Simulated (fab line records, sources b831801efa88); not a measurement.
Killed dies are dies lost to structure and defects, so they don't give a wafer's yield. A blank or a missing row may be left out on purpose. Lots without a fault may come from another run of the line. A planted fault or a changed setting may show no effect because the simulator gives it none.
Tool commonality check | flow sky130 | 13 lots, 39 wafers sampled

WHY IT WAS OPENED
At SKY_VT_ADJUST_LVTN_TW_MEAS_21 the reading VT_ADJUST_LVTN_2_TW is flagged on 1 of 13 lots. Wafers without a fault read 189.3, standard deviation 1.3.
Rule: a lot is flagged when every wafer of it that has a number lies more than 4 standard deviations from that mean, or none has a number. The other lots count as sound.

lot  | measured     | on            | VT_ADJUST_LVTN_2_TW, wafer by wafer | flag
L350 | day 7 12:43  | film_metro-01 | 189.4 190.0 190.8                   |
L351 | day 8 01:13  | film_metro-01 | 190.1 190.2 189.7                   |
L352 | day 8 08:33  | film_metro-01 | 190.7 190.6 190.3                   |
L355 | day 9 03:20  | film_metro-01 | 30.3 30.4 30.2                      | FLAGGED
L357 | day 9 15:04  | film_metro-03 | 188.2 188.3 188.9                   |
L364 | day 11 22:25 | film_metro-01 | 191.2 189.9 190.2                   |
L366 | day 12 13:08 | film_metro-03 | 187.6 186.8 188.1                   |
L367 | day 12 20:27 | film_metro-01 | 188.3 189.4 189.6                   |
L368 | day 13 02:05 | film_metro-01 | 191.2 191.1 189.8                   |
L369 | day 13 03:04 | film_metro-01 | 190.8 190.9 190.8                   |
L370 | day 13 14:38 | film_metro-02 | 190.7 190.2 191.0                   |
L372 | day 13 23:02 | film_metro-02 | 191.1 191.1 189.2                   |
L373 | day 14 06:40 | film_metro-02 | 188.7 189.5 189.7                   |
The numbers of the flagged lots are 30.3 on average: -159.0 against the usual, or -99 or more standard deviations.

WHICH TOOL RAN EACH LOT
The record holds 2 process steps before the reading, out of a route of 708 steps. In each cell: the tool, then ch and the chambers that the sampled wafers went through, then the start.
lot  | flag    | SKY_VT_ADJUST_LVTN_STRIP_09          | SKY_VT_ADJUST_LVTN_STRIP_20
L350 |         | plasma_asher-02 ch 0,1, day 6 16:55  | plasma_asher-02 ch 0, day 7 12:37
L351 |         | plasma_asher-02 ch 0, day 7 04:49    | plasma_asher-04 ch 0,1, day 8 01:07
L352 |         | plasma_asher-02 ch 0,1, day 7 11:41  | plasma_asher-02 ch 0,1, day 8 08:28
L355 | FLAGGED | plasma_asher-01 ch 0,1, day 8 06:02  | plasma_asher-04 ch 0,1, day 9 03:14
L357 |         | plasma_asher-04 ch 0,1, day 8 17:49  | plasma_asher-01 ch 0,1, day 9 14:58
L364 |         | plasma_asher-01 ch 0,1, day 10 22:28 | plasma_asher-04 ch 0,1, day 11 22:19
L366 |         | plasma_asher-01 ch 0, day 11 12:04   | plasma_asher-04 ch 0,1, day 12 13:02
L367 |         | plasma_asher-02 ch 0,1, day 11 19:11 | plasma_asher-02 ch 0,1, day 12 20:22
L368 |         | plasma_asher-04 ch 0,1, day 12 01:19 | plasma_asher-02 ch 0,1, day 13 01:59
L369 |         | plasma_asher-02 ch 0,1, day 12 01:28 | plasma_asher-02 ch 1, day 13 02:58
L370 |         | plasma_asher-04 ch 0,1, day 12 12:46 | plasma_asher-04 ch 0,1, day 13 14:33
L372 |         | plasma_asher-02 ch 1, day 12 20:46   | plasma_asher-02 ch 0,1, day 13 22:56
L373 |         | plasma_asher-02 ch 0,1, day 13 04:22 | plasma_asher-01 ch 0,1, day 14 06:34
What these steps do:
- SKY_VT_ADJUST_LVTN_STRIP_09: strips in O2/N2.
- SKY_VT_ADJUST_LVTN_STRIP_20: strips in O2/N2.
- SKY_VT_ADJUST_LVTN_TW_MEAS_21

FLAGGED OVER TOTAL, TOOL BY TOOL (the gauges that took the reading come last)
step                          | tool            | lots run | flagged | share of the flagged lots | sound lots run after its first flagged lot
SKY_VT_ADJUST_LVTN_STRIP_09   | plasma_asher-01 | 3        | 1       | all                       | 2 (L364,L366)
SKY_VT_ADJUST_LVTN_STRIP_09   | plasma_asher-02 | 7        | 0       | none                      | -
SKY_VT_ADJUST_LVTN_STRIP_09   | plasma_asher-04 | 3        | 0       | none                      | -
SKY_VT_ADJUST_LVTN_STRIP_20   | plasma_asher-01 | 2        | 0       | none                      | -
SKY_VT_ADJUST_LVTN_STRIP_20   | plasma_asher-02 | 6        | 0       | none                      | -
SKY_VT_ADJUST_LVTN_STRIP_20   | plasma_asher-04 | 5        | 1       | all                       | 3 (L364,L366,L370)
SKY_VT_ADJUST_LVTN_TW_MEAS_21 | film_metro-01   | 8        | 1       | all                       | 4 (L364,L367,L368,L369)
SKY_VT_ADJUST_LVTN_TW_MEAS_21 | film_metro-02   | 3        | 0       | none                      | -
SKY_VT_ADJUST_LVTN_TW_MEAS_21 | film_metro-03   | 2        | 0       | none                      | -

WHAT THE TABLE ALLOWS
3 rows of the table ran every flagged lot: plasma_asher-01 at SKY_VT_ADJUST_LVTN_STRIP_09, plasma_asher-04 at SKY_VT_ADJUST_LVTN_STRIP_20, film_metro-01 at SKY_VT_ADJUST_LVTN_TW_MEAS_21.
- plasma_asher-01 at SKY_VT_ADJUST_LVTN_STRIP_09: 1 of its 3 lots flagged. Sound lots ran on it after the first flagged one (L364, L366), which a lasting fault on the whole tool wouldn't allow. Its own readings lie more than 4 standard deviations out on every wafer of the flagged lots: oes_product_au.
- plasma_asher-04 at SKY_VT_ADJUST_LVTN_STRIP_20: 1 of its 5 lots flagged. Sound lots ran on it after the first flagged one (L364, L366, L370), which a lasting fault on the whole tool wouldn't allow. Its own readings lie more than 4 standard deviations out on every wafer of the flagged lots: strip_time_to_endpoint_s.
- film_metro-01 at SKY_VT_ADJUST_LVTN_TW_MEAS_21: 1 of its 8 lots flagged. Sound lots ran on it after the first flagged one (L364, L367, L368, L369), which a lasting fault on the whole tool wouldn't allow.
No row of the table ran every flagged lot and no sound lot after the first.

WHAT THE SIMULATOR HAD PUT IN
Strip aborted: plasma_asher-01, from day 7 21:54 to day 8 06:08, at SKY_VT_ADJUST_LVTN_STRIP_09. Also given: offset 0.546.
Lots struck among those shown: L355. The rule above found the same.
